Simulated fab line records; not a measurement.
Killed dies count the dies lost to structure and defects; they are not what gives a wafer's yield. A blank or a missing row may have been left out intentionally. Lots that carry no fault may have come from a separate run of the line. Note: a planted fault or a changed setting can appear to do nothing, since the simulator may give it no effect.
Which of the tools did it?	flow sfq-line	42 wafers from 14 lots sampled at 2 of the route's 325 steps

== WHAT EACH GAUGE READ, for each wafer ==
SFQ_R5_OVL_MEAS_935. Usual: R5_OVL 2 nm, standard deviation 5.6.
lot	measured	on	R5_OVL (nm)	flag
L969	day 55 14:50	overlay-02	0 -5 0	
L970	day 55 17:14	overlay-02	-8 -9 -2	
L971	day 55 18:26	overlay-02	-10 -4 4	
L972	day 56 06:33	overlay-02	-1 1 1	
L973	day 56 10:02	overlay-01	3 1 -3	
L974	day 56 13:37	overlay-01	4 4 -5	
L975	day 58 13:17	overlay-01	3 7 4	
L985	day 67 14:43	overlay-01	165 165 159	OFF
L986	day 68 20:48	overlay-01	165 165 157	OFF
L988	day 69 12:47	overlay-02	-2 3 -1	
L989	day 69 22:34	overlay-01	11 3 4	
L990	day 70 00:31	overlay-02	6 5 3	
L991	day 70 12:02	overlay-02	4 8 14	
L992	day 70 13:14	overlay-02	11 10 10	

== EACH LOT AND THE TOOL THAT RAN IT (in order: tool; ch and the chambers of the sampled wafers; start) ==
lot	SFQ_TRILAYER_R5_LITHO_EXPOSE_137
L969	krf-scanner-01 ch 0, day 55 13:20
L970	krf-scanner-01 ch 0, day 55 15:44
L971	krf-scanner-01 ch 0, day 55 16:56
L972	krf-scanner-02 ch 0, day 56 05:03
L973	krf-scanner-01 ch 0, day 56 08:55
L974	krf-scanner-01 ch 0, day 56 12:07
L975	krf-scanner-02 ch 0, day 58 11:47
L985	krf-scanner-01 ch 0, day 67 13:25
L986	krf-scanner-01 ch 0, day 68 19:18
L988	krf-scanner-02 ch 0, day 69 11:17
L989	krf-scanner-02 ch 0, day 69 21:04
L990	krf-scanner-02 ch 0, day 69 23:01
L991	krf-scanner-02 ch 0, day 70 10:32
L992	krf-scanner-02 ch 0, day 70 11:56
- SFQ_TRILAYER_R5_LITHO_EXPOSE_137: exposes mask R5, target cd 500 nm.

== WHAT THE TOOLS THEMSELVES READ (means of the sampled wafers that have a number; where no wafer has one, the mark that the record gives instead) ==
SFQ_TRILAYER_R5_LITHO_EXPOSE_137. Usual: stage-vel-mm-s 500.01 mm/s, standard deviation 0.26.
lot	tool	stage-vel-mm-s (mm/s)	flag
L969	krf-scanner-01	500.20	
L970	krf-scanner-01	499.60	
L971	krf-scanner-01	500.12	
L972	krf-scanner-02	499.79	
L973	krf-scanner-01	500.16	
L974	krf-scanner-01	500.19	
L975	krf-scanner-02	500.02	
L985	krf-scanner-01	499.78	
L986	krf-scanner-01	499.79	
L988	krf-scanner-02	500.11	
L989	krf-scanner-02	500.15	
L990	krf-scanner-02	500.19	
L991	krf-scanner-02	500.07	
L992	krf-scanner-02	500.09	

== THE ANSWER, worked out from the rows above alone ==
Rule: take the mean of a lot's wafers that have a number; if it is more than 3 standard deviations from the usual mean, the lot is off. A lot without any number at a reading at which 4 lots or more have one is off too. Any other lot the step has rows for is counted as sound. First the gauges in route order, then the tools' own readings, where a lot's mean is used as printed above. At the first step where some lot is off, the reading lying furthest off is the one used; lots without a number count as furthest.
Off: L985, L986, seen at SFQ_R5_OVL_MEAS_935 (R5_OVL).
If a tool, at a process step before that reading, ran all the lots that are off and no sound lot after the first of them, it fits. Those tools and the gauges at SFQ_R5_OVL_MEAS_935 are tried in the same way. One fits: SFQ_TRILAYER_R5_LITHO_EXPOSE_137 on krf-scanner-01. Its last sound lot is L974 (day 56 12:07), its first lot that is off L985 (day 67 13:25): a fault that began between those two fits.

== WHAT THE SIMULATOR HAD PUT IN ==
Scanner matching overlay: krf-scanner-01, from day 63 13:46 on, at SFQ_TRILAYER_R5_LITHO_EXPOSE_137. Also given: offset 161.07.
Lots struck among those shown: L985, L986. The rule given above showed the same thing.
